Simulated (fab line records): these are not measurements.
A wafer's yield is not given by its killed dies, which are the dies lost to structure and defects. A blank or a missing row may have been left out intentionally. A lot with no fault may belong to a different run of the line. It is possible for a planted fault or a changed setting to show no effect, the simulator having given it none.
fab line records    flow gf180mcu
[record] lots = 14  wafers = 42  lastDay = 34
route steps=602 shown SAB@273 SALICIDE@284 CONTACT@298
lots that met no fault: taken from a fault-free run of the same line
startH: hours from the record's first day to the start of the lot's first wafer shown    waitH: hours elapsed since this lot's preceding step    " identical to the entry in the row above    L1.1+2: a row that stands for several wafers    - either no value or no given start    * or withheld: withheld    < > ~ a bound
route shown NAME@n: NAME is a module with steps in the file, n the number in the route of the first one    usual: the fault-free wafers' mean and standard deviation    same: alike in all rows    chamber/n: place in a boat    sites: readings site by site    _std_site: standard deviation across them    _edge_site: the outer-site mean with the inner-site mean subtracted    radiusMm: for every site, how far away it sits from the centre of the wafer    mask NAME#n: copy n    behind: the tool/chamber that last shaped the wafer    hold: the reason the lot was held/the length of the hold in hours/how it ended    device: names the non-switching transistor (n, p or np)    end of line: tests of these same wafers at the route's end    for a step that has no rows: nothing shown but its recipe    killed: not the wafer's yield, but the dies lost to structure and defects at the first sort    map: per-die view of a wafer (x killed, . not killed, _ where there is no die)
set.NAME: the setting as run; set.NAME@STEP: as run at that earlier step    model.NAME: the simulator's own value behind a step, which no gauge read
one table for each step of the route and one row for each wafer, over a sample of lots
services: the hour from which a tool's chamber was out of use, counted from the record's first day as startH (under 0 if before that day), plus the number of hours and why
[[steps]]
[step GF_SAB_CD_MEAS_09]
[recipe] targetCdNm = 420
[usual] cdNm = 419.8/2.1
lot.wafer  tool      chamber  startH  waitH  cdNm
L215.1     cdSem-02  -        344.53  0.1    422.5
L215.4     "         -        "       "      421.5
L215.5     "         -        "       "      421.9
L216.1     cdSem-02  -        355.13  0.1    419.0
L216.5     "         -        "       "      418.6
L216.6     "         -        "       "      418.0
L219.2     cdSem-02  -        383.67  0.1    419.7
L219.4     "         -        "       "      418.3
L219.5     "         -        "       "      419.4
L220.1     cdSem-02  -        391.83  0.1    420.0
L220.4     "         -        "       "      421.0
L220.6     "         -        "       "      419.7
L222.1     cdSem-01  -        399.83  0.1    421.3
L222.2     "         -        "       "      420.0
L222.6     "         -        "       "      420.0
L223.2     cdSem-01  -        415.85  0.1    417.9
L223.4     "         -        "       "      419.8
L223.5     "         -        "       "      419.2
L225.1     cdSem-01  -        433.08  0.1    422.9
L225.3     "         -        "       "      423.8
L225.6     "         -        "       "      422.8
L226.2     cdSem-02  -        441.50  0.1    417.8
L226.4     "         -        "       "      418.0
L226.6     "         -        "       "      416.9
L227.3     cdSem-01  -        445.62  0.1    420.2
L227.5     "         -        "       "      417.4
L227.6     "         -        "       "      419.4
L230.1     cdSem-01  -        471.88  0.1    420.1
L230.3     "         -        "       "      419.1
L230.5     "         -        "       "      418.0
L231.1     cdSem-01  -        479.27  0.1    414.6
L231.3     "         -        "       "      414.4
L231.6     "         -        "       "      416.9
L232.3     cdSem-02  -        490.12  0.1    421.4
L232.4     "         -        "       "      423.4
L232.5     "         -        "       "      421.7
L237.3     cdSem-02  -        524.76  0.1    419.9
L237.4     "         -        "       "      423.0
L237.6     "         -        "       "      422.0
L238.1     cdSem-01  -        532.38  0.1    423.0
L238.2     "         -        "       "      421.9
L238.4     "         -        "       "      423.4
[step GF_SALICIDE_RTA_06]
[recipe] tempC = 530  timeS = 30  ambient = N2
[usual] lampPowerPct = 5.9/0.34  wafer_temp_C_max = 533.0/0.58
lot.wafer  tool          chamber  startH  waitH  lampPowerPct  wafer_temp_C_max
L215.1     rtpAnneal-02  0        345.27  0.1    6.2           533.3
L215.4     "             0        "       "      6.2           532.9
L215.5     "             0        "       "      6.2           533.0
L216.1     rtpAnneal-02  0        355.87  0.1    6.2           533.1
L216.5     "             0        "       "      6.2           532.6
L216.6     "             0        "       "      6.2           532.5
L219.2     rtpAnneal-02  0        384.42  0.1    6.2           533.8
L219.4     "             0        "       "      6.2           532.4
L219.5     "             0        "       "      6.2           532.7
L220.1     rtpAnneal-02  0        392.58  0.1    6.2           533.0
L220.4     "             0        "       "      6.2           532.4
L220.6     "             0        "       "      6.2           533.3
L222.1     rtpAnneal-02  0        400.59  0.1    6.2           532.9
L222.2     "             0        "       "      6.2           532.8
L222.6     "             0        "       "      6.2           533.1
L223.2     rtpAnneal-02  0        416.62  0.1    6.2           532.5
L223.4     "             0        "       "      6.2           532.4
L223.5     "             0        "       "      6.2           532.4
L225.1     rtpAnneal-01  0        433.81  0.1    5.5           533.3
L225.3     "             0        "       "      5.5           533.6
L225.6     "             0        "       "      5.5           533.2
L226.2     rtpAnneal-02  0        442.28  0.1    6.2           532.2
L226.4     "             0        "       "      6.2           532.1
L226.6     "             0        "       "      6.2           532.8
L227.3     rtpAnneal-02  0        446.35  0.1    6.2           533.4
L227.5     "             0        "       "      6.2           534.3
L227.6     "             0        "       "      6.2           533.1
L230.1     rtpAnneal-01  0        472.61  0.1    5.5           532.7
L230.3     "             0        "       "      5.5           534.1
L230.5     "             0        "       "      5.5           533.9
L231.1     rtpAnneal-01  0        480.01  0.1    5.5           532.9
L231.3     "             0        "       "      5.5           532.9
L231.6     "             0        "       "      5.5           533.2
L232.3     rtpAnneal-01  0        490.85  0.1    5.5           533.2
L232.4     "             0        "       "      5.5           533.5
L232.5     "             0        "       "      5.5           533.1
L237.3     rtpAnneal-02  0        525.50  0.1    6.2           533.1
L237.4     "             0        "       "      6.2           533.0
L237.6     "             0        "       "      6.2           532.7
L238.1     rtpAnneal-01  0        533.12  0.1    5.5           533.4
L238.2     "             0        "       "      5.5           533.5
L238.4     "             0        "       "      5.5           532.2
[step GF_CONTACT_EXPOSE_11]
[recipe] maskId = Contact  targetCdNm = 220  na = 0.68  sourceShape = conventional  sigmaOuter = 0.6  doseMj = 38
[usual] exposureDoseMJCm2 = 37.94/0.036  focusOffsetNm = 0.1/0.57  stageVelMmS = 500.01/0.25
lot.wafer  tool           chamber  startH  waitH  mask       exposureDoseMJCm2  focusOffsetNm  stageVelMmS
L215.1     krfScanner-02  0        358.07  -      Contact#0  37.94              -0.4           500.43
L215.4     "              0        "       "      Contact#0  38.01              -0.2           499.86
L215.5     "              0        "       "      Contact#0  37.94              -0.5           500.58
L216.1     krfScanner-01  0        368.41  -      Contact#0  37.90              0.3            499.87
L216.5     "              0        "       "      Contact#0  37.96              -0.2           500.06
L216.6     "              0        "       "      Contact#0  37.94              0.0            500.05
L219.2     krfScanner-01  0        397.05  -      Contact#0  37.94              0.2            500.13
L219.4     "              0        "       "      Contact#0  37.99              -0.3           499.96
L219.5     "              0        "       "      Contact#0  37.93              0.3            499.78
L220.1     krfScanner-02  0        405.87  -      Contact#0  37.89              -1.2           500.49
L220.4     "              0        "       "      Contact#0  37.97              -0.8           499.90
L220.6     "              0        "       "      Contact#0  37.96              -0.5           500.21
L222.1     krfScanner-01  0        412.42  -      Contact#0  37.86              1.0            499.81
L222.2     "              0        "       "      Contact#0  37.88              0.8            500.16
L222.6     "              0        "       "      Contact#0  37.92              -0.2           500.11
L223.2     krfScanner-01  0        429.41  -      Contact#0  37.86              1.2            499.99
L223.4     "              0        "       "      Contact#0  37.87              0.7            499.93
L223.5     "              0        "       "      Contact#0  37.89              0.0            499.47
L225.1     krfScanner-01  0        447.49  -      Contact#0  37.94              0.2            499.95
L225.3     "              0        "       "      Contact#0  37.95              1.0            500.11
L225.6     "              0        "       "      Contact#0  37.91              -0.5           499.54
L226.2     krfScanner-01  0        455.72  -      Contact#0  37.93              0.5            499.30
L226.4     "              0        "       "      Contact#0  37.92              -0.2           499.88
L226.6     "              0        "       "      Contact#0  38.00              0.1            499.97
L227.3     krfScanner-02  0        459.96  -      Contact#0  37.94              0.1            500.01
L227.5     "              0        "       "      Contact#0  37.95              0.2            500.07
L227.6     "              0        "       "      Contact#0  37.93              0.3            499.92
L230.1     krfScanner-02  -        485.59  -      Contact#0  -                  -              -
L230.3     "              -        "       "      Contact#0  -                  -              -
L230.5     "              -        "       "      Contact#0  -                  -              -
L231.1     krfScanner-02  -        493.00  -      Contact#0  -                  -              -
L231.3     "              -        "       "      Contact#0  -                  -              -
L231.6     "              -        "       "      Contact#0  -                  -              -
L232.3     krfScanner-02  0        503.27  -      Contact#0  37.98              0.0            500.03
L232.4     "              0        "       "      Contact#0  37.95              0.2            499.85
L232.5     "              0        "       "      Contact#0  38.00              0.4            500.12
L237.3     krfScanner-01  0        538.36  -      Contact#0  37.98              -0.6           500.06
L237.4     "              0        "       "      Contact#0  37.89              -0.8           500.31
L237.6     "              0        "       "      Contact#0  37.98              -0.7           499.92
L238.1     krfScanner-02  0        545.77  -      Contact#0  37.99              -0.4           500.46
L238.2     "              0        "       "      Contact#0  37.99              -0.7           500.37
L238.4     "              0        "       "      Contact#0  37.87              -0.3           500.14
[[services]]
tool           chamber  startH  hours  kind
krfScanner-02  -        326.64  2.3    repair
krfScanner-01  -        340.72  1.2    repair
krfScanner-01  -        344.93  1.3    pm
krfScanner-02  -        367.13  4.0    pm
krfScanner-02  -        372.94  1.0    pm
krfScanner-01  -        374.67  0.5    repair
krfScanner-01  -        393.55  1.7    repair
krfScanner-02  0        408.87  -      calibration
krfScanner-01  -        422.02  1.0    pm
krfScanner-02  -        438.12  1.3    pm
krfScanner-02  -        441.47  0.8    pm
krfScanner-01  -        452.36  0.8    pm
krfScanner-02  -        463.32  3.6    pm
krfScanner-01  0        468.63  -      calibration
krfScanner-01  -        470.12  3.6    pm
krfScanner-01  -        473.68  36.0   pm
krfScanner-02  -        475.30  3.2    repair
krfScanner-01  -        520.83  1.3    pm
krfScanner-02  -        541.94  1.0    pm
[[key]]
[firstSign] step = GF_CONTACT_EXPOSE_11  reading = toolRecord  direction = missing
effect none on later readings
metAt GF_CONTACT_EXPOSE_11
struckLots L230,L231
laterRowsLeftOut L230.1,L230.3,L230.5,L231.1,L231.3,L231.6
sortLeftOut L230.1,L230.3,L230.5,L231.1,L231.3,L231.6
testerLeftOut L230,L231
notActingAt GF_SAB_CD_MEAS_09,GF_SALICIDE_RTA_06
onsetBetween 459.96 485.59
[fault] kind = skippedStepWhole  tool = krfScanner-02  chamber = -  onsetH = 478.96  steps = GF_CONTACT_EXPOSE_11  scope = struckLotsOnly
// testerLeftOut: of these lots the tester's yield and bins aren't shown, on N5 and GAA mostly nor the transistor test; their killed dies are dies lost to structure and defects alone, not to doping, threshold or leakage, so they don't give the yield
// sortLeftOut: the simulated sort isn't trusted on such a fault, so these wafers' sort isn't shown, and their yield isn't known
// laterRowsLeftOut: the simulator's readings of these wafers behind a module that went badly wrong aren't trusted and aren't shown, but for the sort
